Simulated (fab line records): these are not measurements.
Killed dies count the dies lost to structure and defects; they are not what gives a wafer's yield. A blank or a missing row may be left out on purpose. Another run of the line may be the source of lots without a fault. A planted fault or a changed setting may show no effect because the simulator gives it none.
A struck lot beside a sound one	flow sky130	16 out of 708 route steps
Sound: the wafers L274.2, L274.3, L274.6. The struck wafers were L282.1, L282.2, L282.4. The cause comes at the end.
Per side, at each step with rows, come the tool, then ch with its chambers, and then its first start. Under that, the readings that differ: sound wafers	struck wafers	difference of the means	sigmas: that difference in standard deviations of wafers without a fault.
alike: readings whose means differ by less than 2 such deviations, and words and numbers that are the same on both sides. not compared: withheld readings, readings that some wafer has no value for, bounds like >300 that may hide the same value, and numbers for which the record gives no deviation and whose values overlap.
Wherever a step has rows on one side only, a row that says differs or no value, or a row with sigmas, the two part there. Numbers that have no deviation but don't overlap get no sigmas and don't part them. A reading that every wafer of one side lacks parts them only if that side has two wafers or more.

first, 5 steps without rows for these wafers: SKY_POLY_GATE_COAT_08 (resist thk 450 nm); SKY_POLY_GATE_SOFTBAKE_09 (time 90 s); SKY_POLY_GATE_EXPOSE_10 (exposes mask P1M, target cd 150 nm); SKY_POLY_GATE_PEB_11; SKY_POLY_GATE_DEVELOP_12 (develop time 60 s).
SKY_POLY_GATE_CD_MEAS_13 targets a cd of 150 nm.
  sound: cdSem-02 at day 19 14:42; struck: cdSem-01 at day 22 10:08
  alike: cdNm
SKY_POLY_GATE_OVL_MEAS_14:
  sound: overlay-02 at day 19 14:48; struck: overlay-02 at day 22 10:15
reading	sound	struck	difference	sigmas
POLY_GATE_OVL (nm)	-11 -9 -11	5 4 2	+14	+2
SKY_POLY_GATE_ETCH_15: etches BARC in N2/H2, stops on SiO2, time 118.5 s, target depth 110 nm.
  sound on rieDiel-02 ch 0,1,3, day 19 14:50; struck on rieDiel-01 ch 0,1,3, day 22 10:17
  alike: drypumpMotorCurrentA, oesProductAu, rfFwdPowerW, throttleValvePct
  not compared: rfHoursCounterH
SKY_POLY_GATE_ETCH_16: etches Si3N4 in CH3F/O2, stops on poly-Si, time 147.5 s, target depth 75 nm.
  sound on rieDiel-02 ch 0,1,3, day 19 14:55; struck on rieDiel-01 ch 0,1,3, day 22 10:22
  alike: drypumpMotorCurrentA, oesProductAu, rfFwdPowerW, throttleValvePct
  not compared: rfHoursCounterH
SKY_POLY_GATE_ETCH_17: etches poly-Si in HBr/Cl2, stops on SiO2, target depth 180 nm, time 70.5 s.
  sound on rieSi-02 ch 0,1, day 19 15:01; struck on rieSi-01 ch 0,2,3, day 22 10:28
  alike: drypumpMotorCurrentA, oesProductAu, rfFwdPowerW, throttleValvePct
  not compared: rfHoursCounterH
SKY_POLY_GATE_STRIP_18: strips in O2/N2.
  sound on plasmaAsher-02 ch 0,1, day 19 15:04; struck on plasmaAsher-01 ch 0,1, day 22 10:31
  alike: drypumpMotorCurrentA, oesProductAu, stripTimeToEndpointS
  not compared: rfHoursCounterH
then, 1 step without rows for these wafers: SKY_POLY_GATE_CLEAN_19 (cleans in SC1/SC2, time 150 s).
SKY_POLY_GATE_OXIDATION_20: stabilise 600 s, purge 300 s, target thk 4 nm.
  sound on furnace-02 ch 0, day 19 15:13; struck on furnace-01 ch 0, day 22 10:40
reading	sound	struck	difference	sigmas
spikeTcCentreC (C)	852.4 852.4 850.2	863.5 862.3 862.3	+11.0	+9
spikeTcLowerC (C)	850.4 849.7 851.3	861.0 861.6 860.6	+10.6	+10
spikeTcTopC (C)	860.8 860.5 860.2	874.6 875.1 873.9	+14.0	+9
spikeTcUpperC (C)	849.6 850.0 850.0	863.1 862.2 862.6	+12.8	+12
tubeCenterTempC (C)	849.97 849.97 850.07	861.94 861.88 861.83	+11.88	+99 or more
tube_center_temp_C_max	852.1 852.4 852.2	864.2 864.0 864.3	+11.9	+35
model.SiO2_of_POLY_GATE_OXIDATION_20.thkNm (nm)	4.004 4.015 3.997	4.541 4.507 4.539	+0.524	
SKY_POLY_GATE_THK_MEAS_21:
  sound: filmMetro-03 at day 19 16:29; struck: filmMetro-04 at day 22 11:55
reading	sound	struck	difference	sigmas
POLY_GATE_OXIDATION_THK (nm)	3.98 4.00 3.99	4.60 4.50 4.57	+0.57	+7
SKY_POLY_GATE_CD_MEAS_22:
  sound: cdSem-02 at day 19 16:34; struck: cdSem-02 at day 22 11:59
  alike: cdNm
-- here the record skips 27 days between the struck wafers' starts before and after, leaving off in module POLY_GATE and picking up in module PAD_OPEN (first step shown: number 708 of the route) --
SKY_PAD_OPEN_PROBE_99:
  sound: prober-02 at day 47 19:02; struck: prober-02 at day 49 14:24
reading	sound	struck	difference	sigmas
killedDies	90 87 112	82 77 66	-21	-2
model.etest.tipSonos.rsOhmSq	2600 2575 2633	2698 2782 2768	+147	
model.etest.tipN.rsOhmSq	441.3 437.1 441.2	450.2 452 449.2	+10.6	
  alike: killed_at_M0_to_M3, killed_at_M4_up, killedAtContacts, killedAtFrontEnd, killedAtOther, killedOpen, killedShort

== WHERE THEY PART ==
First at SKY_POLY_GATE_OVL_MEAS_14; last, within this record, at SKY_PAD_OPEN_PROBE_99.

WHY: what the simulator had put in
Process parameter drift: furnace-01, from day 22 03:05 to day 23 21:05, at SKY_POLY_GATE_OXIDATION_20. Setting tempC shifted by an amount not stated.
